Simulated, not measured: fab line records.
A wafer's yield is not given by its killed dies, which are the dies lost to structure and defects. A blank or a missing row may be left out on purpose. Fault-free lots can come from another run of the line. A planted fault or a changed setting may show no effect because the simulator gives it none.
Comparing a struck lot with a sound one    flow sky130    22 steps out of a route of 708
Sound: wafers L872.1, L872.5, L872.6. The struck wafers were L882.2, L882.5, L882.6. The cause is given at the end.
Per side, at each step with rows, come the tool, then ch with its chambers, and then its first start. Under that, the readings that differ: sound wafers    struck wafers    difference of the means    sigmas: that difference in standard deviations of wafers without a fault.
alike: readings with means less than 2 such deviations apart, plus words and numbers identical on both sides. not compared: withheld readings, readings lacking a value on some wafer, bounds such as >300 that could conceal the same value, and numbers that have no deviation in the record and whose values overlap.
The two part at a step that has a row with sigmas, a row that says differs or no value, or rows on one side only. Numbers that have no deviation but don't overlap get no sigmas and don't part them. A reading missing from all wafers of one side parts the sides only when that side holds two or more wafers.

SKY_SONOS_ONO_CD_MEAS_13: target cd 410 nm.
  struck on cd sem-02, day 16 20:41; sound on cd sem-02, day 13 02:07
reading     sound              struck             difference  sigmas
cd nm (nm)  412.8 412.7 412.9  405.7 404.3 405.0  -7.8        -3
SKY_SONOS_ONO_OVL_MEAS_14:
  struck on overlay-02, day 16 20:47; sound on overlay-02, day 13 02:14
  alike: SONOS_ONO_OVL
SKY_SONOS_ONO_ETCH_15: etches the open film in CHF3/O2, target depth 19.52 nm, time 7.8 s.
  sound on rie diel-02 ch 0,2,3, day 13 02:16; struck on rie diel-03 ch 0,3, day 16 20:49
  alike: chamber pressure mTorr, drypump motor current A, oes product au, throttle valve pct
  not compared: rf hours counter h
then, 1 step without rows for these wafers: SKY_SONOS_ONO_WET_ETCH_16 (etches SiO2 in dHF, target depth 14 nm, time 280 s).
SKY_SONOS_ONO_STRIP_17: strips in O2/N2.
  sound on plasma asher-04 ch 0,1, day 13 02:22; struck on plasma asher-03 ch 0,1, day 16 20:55
  alike: chamber pressure mTorr, drypump motor current A, oes product au, strip time to endpoint s
  not compared: rf hours counter h
then, 3 steps without rows for these wafers: SKY_SONOS_ONO_WET_ETCH_18 (etches Si3N4 in H3PO4, target depth 15 nm, time 172 s); SKY_GATE_OXIDE_CLEAN_00 (cleans in SC1/SC2, time 150 s); SKY_GATE_OXIDE_OXIDATION_01 (stabilise 600 s, purge 300 s, target thk 10.268 nm).
SKY_GATE_OXIDE_THK_MEAS_02:
  struck on film metro-02, day 16 23:03; sound on film metro-02, day 13 05:44
  alike: GATE_OXIDE_OXIDATION_00_THK
then, 3 steps without rows for these wafers: SKY_GATE_OXIDE_DEHYDRATE_03 (time 60 s); SKY_GATE_OXIDE_HMDS_04 (prime time 60 s); SKY_GATE_OXIDE_COAT_05 (resist thk 1140 nm).
SKY_GATE_OXIDE_SOFTBAKE_06: time 60 s.
  sound on litho track-03 ch 0, day 13 18:22; struck on litho track-01 ch 0, day 17 13:35
reading                                          sound              struck             difference  sigmas
heater power total W (W)                         56.55 56.55 56.58  60.83 60.87 60.84  +4.29       +99 or more
plate temp C (C)                                 89.94 89.94 90.06  94.74 94.67 94.61  +4.69       +43
model.NOVOLAK_of_GATE_OXIDE_COAT_05.thk nm (nm)  1136 1137 1139     1121 1129 1125     -12         
  alike: resist line temp C
then, 2 steps without rows for these wafers: SKY_GATE_OXIDE_EXPOSE_07 (exposes mask LVOM, target cd 600 nm); SKY_GATE_OXIDE_PEB_08.
SKY_GATE_OXIDE_DEVELOP_09: develop time 60 s.
  sound on litho track-01 ch 0, day 14 07:49; struck on litho track-01 ch 0, day 18 04:17
reading                                          sound           struck          difference  sigmas
model.NOVOLAK_of_GATE_OXIDE_COAT_05.thk nm (nm)  1136 1137 1138  1121 1129 1124  -12         
  alike: resist line temp C
SKY_GATE_OXIDE_OVL_MEAS_10:
  struck on overlay-02, day 18 04:25; sound on overlay-02, day 14 07:58
reading              sound        struck        difference  sigmas
GATE_OXIDE_OVL (nm)  3.1 2.7 2.6  -0.4 0.1 0.1  -2.9        -2
then, 2 steps without rows for these wafers: SKY_GATE_OXIDE_IMPLANT_11; SKY_GATE_OXIDE_WET_ETCH_12 (etches SiO2 in dHF, target depth 16.8 nm, time 336 s).
SKY_GATE_OXIDE_STRIP_13: strips in O2/N2.
  sound on plasma asher-01 ch 0,1, day 14 08:16; struck on plasma asher-03 ch 0,1, day 18 04:42
reading                       sound              struck             difference  sigmas
strip time to endpoint s (s)  14.14 14.15 14.17  13.94 14.04 13.99  -0.16       -5
  alike: chamber pressure mTorr, drypump motor current A, oes product au
  not compared: rf hours counter h
SKY_GATE_OXIDE_TW_MEAS_14:
  struck on film metro-04, day 18 04:49; sound on film metro-01, day 14 08:22
  alike: GATE_OXIDE_TW
after that, 1 step had no rows for these wafers: SKY_PAD_OPEN_PROBE_99.

== WHERE THEY PART ==
Last at SKY_GATE_OXIDE_STRIP_13 as far as this record goes, first at SKY_SONOS_ONO_CD_MEAS_13. Later steps at which nothing parts them and some readings are alike: SKY_GATE_OXIDE_TW_MEAS_14.

WHY: the cause the simulator had injected
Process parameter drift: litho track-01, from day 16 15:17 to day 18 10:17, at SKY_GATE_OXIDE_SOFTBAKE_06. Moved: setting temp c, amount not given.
